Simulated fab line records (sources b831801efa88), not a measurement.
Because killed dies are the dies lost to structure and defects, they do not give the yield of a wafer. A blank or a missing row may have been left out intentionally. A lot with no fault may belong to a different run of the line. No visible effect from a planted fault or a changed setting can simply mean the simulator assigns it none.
Struck lot and sound lot, side by side / flow sky130 / 16 steps out of a route of 708
Sound: these wafers, L416.1, L416.3, L416.5. Wafers L430.1, L430.2, L430.6 were the ones struck. At the end, the cause is stated.
Each step with rows lists, per side, the tool, then ch with its chambers, then its first start. Under that, the readings that differ: sound wafers / struck wafers / difference of the means / sigmas: that difference in standard deviations of wafers without a fault.
alike: readings with means less than 2 such deviations apart, plus words and numbers identical on both sides. not compared: withheld readings, readings lacking a value on some wafer, bounds such as >300 that could conceal the same value, and numbers that have no deviation in the record and whose values overlap.
The two part at a step that has a row with sigmas, a row that says differs or no value, or rows on one side only. When numbers do not overlap yet have no deviation, they are printed without sigmas and do not part them. A reading missing from all wafers of one side parts the sides only when that side holds two or more wafers.

first, 2 steps without rows for these wafers: SKY_METAL4_PEB_11; SKY_METAL4_DEVELOP_12 (develop time 60 s).
SKY_METAL4_CD_MEAS_13: the cd target is 300 nm.
  sound on cd_sem-02, day 43 23:26; struck on cd_sem-02, day 47 13:50
  alike: cd_nm
SKY_METAL4_OVL_MEAS_14:
  sound on overlay-01, day 43 23:34; struck on overlay-01, day 47 13:58
  alike: METAL4_OVL
SKY_METAL4_DESCUM_15: chemistry O2, time 8 s.
  sound on rie_metal-01 ch 0,1, day 43 23:36; struck on rie_metal-01 ch 0,1, day 47 14:00
reading=oes_product_au (a.u.); sound=0.995 0.964 0.980; struck=1.011 1.006 1.017; difference=+0.032; sigmas=+3
  alike: drypump_motor_current_A
  not compared: rf_hours_counter_h
SKY_METAL4_ETCH_16: etches BARC in N2/H2, stops on SiO2, time 88.2 s, target depth 60 nm.
  sound on rie_metal-01 ch 0,1, day 43 23:38; struck on rie_metal-01 ch 0,1, day 47 14:02
  alike: bias_w, drypump_motor_current_A, oes_product_au, throttle_valve_pct
  not compared: rf_hours_counter_h
SKY_METAL4_ETCH_17: etches SiO2 in C4F8/O2/Ar, stops on TiN, time 3.9 s, target depth 15 nm.
  sound on rie_diel-02 ch 0,2,3, day 43 23:44; struck on rie_diel-02 ch 0,1,2, day 47 14:08
  alike: bias_w, oes_product_au
  not compared: rf_hours_counter_h
SKY_METAL4_METAL_ETCH_18: etches the open film in Cl2/BCl3, stops on SiO2, target depth 845 nm, time 183.1 s.
  sound on rie_metal-03 ch 0, day 43 23:45; struck on rie_metal-01 ch 0,1, day 47 14:09
reading=oes_product_au (a.u.); sound=0.861 0.854 0.860; struck=0.878 0.871 0.874; difference=+0.016; sigmas=+2
  alike: bias_w, drypump_motor_current_A, throttle_valve_pct
  not compared: rf_hours_counter_h
SKY_METAL4_STRIP_19: strips in O2/N2.
  sound on plasma_asher-04 ch 0,1, day 43 23:56; struck on plasma_asher-01 ch 0,1, day 47 14:20
  alike: drypump_motor_current_A, oes_product_au, strip_time_to_endpoint_s
  not compared: rf_hours_counter_h
then, 3 steps without rows for these wafers: SKY_METAL4_STRIP_20 (strips in post etch residue remover, time 1200 s); SKY_METAL4_CLEAN_21 (cleans in IPA, time 180 s); SKY_METAL4_CLEAN_22 (cleans in O3/DIW).
SKY_VIA4_HDPCVD_00: deposits SiO2, target thk 1750 nm, time 291.7 s.
  sound on hdpcvd-01 ch 0,1,2, day 44 00:33; struck on hdpcvd-02 ch 1,2, day 47 15:02
reading=model.SiO2_of_VIA4_HDPCVD_00.thk_nm (nm); sound=1743 1717 1790; struck=2851 2849 2850; difference=+1100; sigmas=
SKY_VIA4_THK_MEAS_01:
  sound on film_metro-04, day 44 00:44; struck on film_metro-04, day 47 15:12
reading=VIA4_HDPCVD_THK (nm); sound=1742 1717 1791; struck=2851 2848 2850; difference=+1100; sigmas=+50
then, 1 step without rows for these wafers: SKY_VIA4_CMP_02 (polishes SiO2).
-- the record jumps here: 3 days lie between the struck wafers' starts before and after (it left off in module VIA4 and takes up again in module PAD_OPEN, whose first step shown is number 708 of the route) --
SKY_PAD_OPEN_PROBE_99:
  sound on prober-02, day 47 21:23; struck on prober-02, day 50 22:43
  alike: defect_limited_yield, killed_at_M0_to_M3, killed_at_M4_up, killed_at_contacts, killed_at_front_end, killed_at_other, killed_dies, killed_open, killed_short, sort_bin_3_pad_short, sort_bin_5_function, sort_bin_6_memory, sort_n_pass, sort_yield_pct

== WHERE THEY PART ==
At SKY_METAL4_DESCUM_15 first; at SKY_VIA4_THK_MEAS_01 last (within this record only). Later steps at which nothing parts them and some readings are alike: SKY_PAD_OPEN_PROBE_99.

WHY: whatever the simulator had introduced
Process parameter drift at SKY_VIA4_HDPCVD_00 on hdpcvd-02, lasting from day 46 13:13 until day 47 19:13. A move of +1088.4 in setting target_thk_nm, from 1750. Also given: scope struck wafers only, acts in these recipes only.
